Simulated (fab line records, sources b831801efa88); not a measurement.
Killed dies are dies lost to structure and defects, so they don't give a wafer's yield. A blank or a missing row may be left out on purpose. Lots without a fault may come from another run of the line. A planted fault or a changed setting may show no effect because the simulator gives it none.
Problem report in the 8D (eight disciplines) form, filled by code | flow sky130 | the parts of the form that need people (team, actions taken, sign-off) are left out

1. THE PROBLEM
CAP2M_CVD_00_THK at SKY_CAP2M_THK_MEAS_01 reads a mean of 13.86 nm on 4 wafers of 2 lots; wafers without a fault read 15.57 nm with a standard deviation of 0.24. That is -7.1 standard deviations from the usual mean.
First seen on wafer L423.1, day 42 17:31, on film_metro-03. The record holds 33 wafers of 11 lots with a number at this step. Rule for "out", or "out of limits": more than 4 standard deviations from the usual mean. The other wafers with a number count as sound.

2. WHAT IT IS AND WHAT IT IS NOT
question                    | is                             | is not
which readings at this step | CAP2M_CVD_00_THK               | -
which lots                  | L423, L426                     | L417, L418, L419, L420, L421, L427, L432, L433, L435
which wafers of those lots  | L423.1, L423.4, L426.2, L426.4 | L423.6, L426.1
read on which gauges        | film_metro-01, film_metro-03   | film_metro-04
when                        | from day 42 17:31              | up to then (16 sound wafers); but 13 sound wafers of L426, L427, L432, L433, L435 came after

3. SUSPECTS, AND WHAT RULES EACH OUT
Counting: a tool at a process step up to the reading stays a suspect if it ran every lot that is out. Sound lots after the first of them don't rule it out here, since some wafers of a struck lot are sound.
- the gauge at SKY_CAP2M_THK_MEAS_01: ruled out. The wafers that are out were read on 2 gauges (film_metro-01, film_metro-03).
- pecvd-03 at SKY_CAP2M_CVD_00 (deposits SiO2, target thk 15.5 nm): kept. It ran every lot that is out, first L423 (day 42 17:30); its last sound lot up to then is L420 (day 41 18:09).
- Within pecvd-03 at SKY_CAP2M_CVD_00: the wafers that are out ran in chamber 1; their sound lot-mates ran in chambers 0, 2.
Left after counting: pecvd-03 at SKY_CAP2M_CVD_00.

4. THE CAUSE (what the simulator had put in)
Process parameter drift: pecvd-03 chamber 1, from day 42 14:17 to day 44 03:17, at SKY_CAP2M_CVD_00. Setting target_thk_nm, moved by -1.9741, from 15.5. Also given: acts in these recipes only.
Counting left only this tool.

5. THE CHAIN OF EFFECTS, in route order
Each row: a reading whose mean over the struck wafers that have a number lies more than 3 standard deviations from the usual. Only readings for which the record gives a usual standard deviation are gone through. hours: the time from each lot's start at the first step in this table that gives one to its start at this step, as a median over the lots. sigmas: the change in usual standard deviations.
hours | step                  | reading          | usual      | on struck wafers | change | sigmas
0     | SKY_CAP2M_THK_MEAS_01 | CAP2M_CVD_00_THK | 15.57 nm   | 13.86            | -1.71  | -7.1
47    | SKY_METAL4_ETCH_17    | oes_product_au   | 0.756 a.u. | 0.714            | -0.042 | -6.1
The process steps in it:
- SKY_METAL4_ETCH_17: etches SiO2 in C4F8/O2/Ar, stops on TiN, time 3.9 s, target depth 15 nm.

6. WHAT WOULD HAVE CAUGHT IT SOONER
In this record the first reading out of limits at a measuring or inspecting step was taken at day 42 17:31, 3 hours after the fault began at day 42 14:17.
Of the tool readings at SKY_CAP2M_CVD_00 for which the record gives a usual standard deviation, none was out on any struck wafer, so an alarm limit of 4 standard deviations on them would not have fired.
Of the lots that are out (2), L426 began SKY_CAP2M_CVD_00 on pecvd-03 after day 42 17:31. A hold on the tool at that time would have spared it.
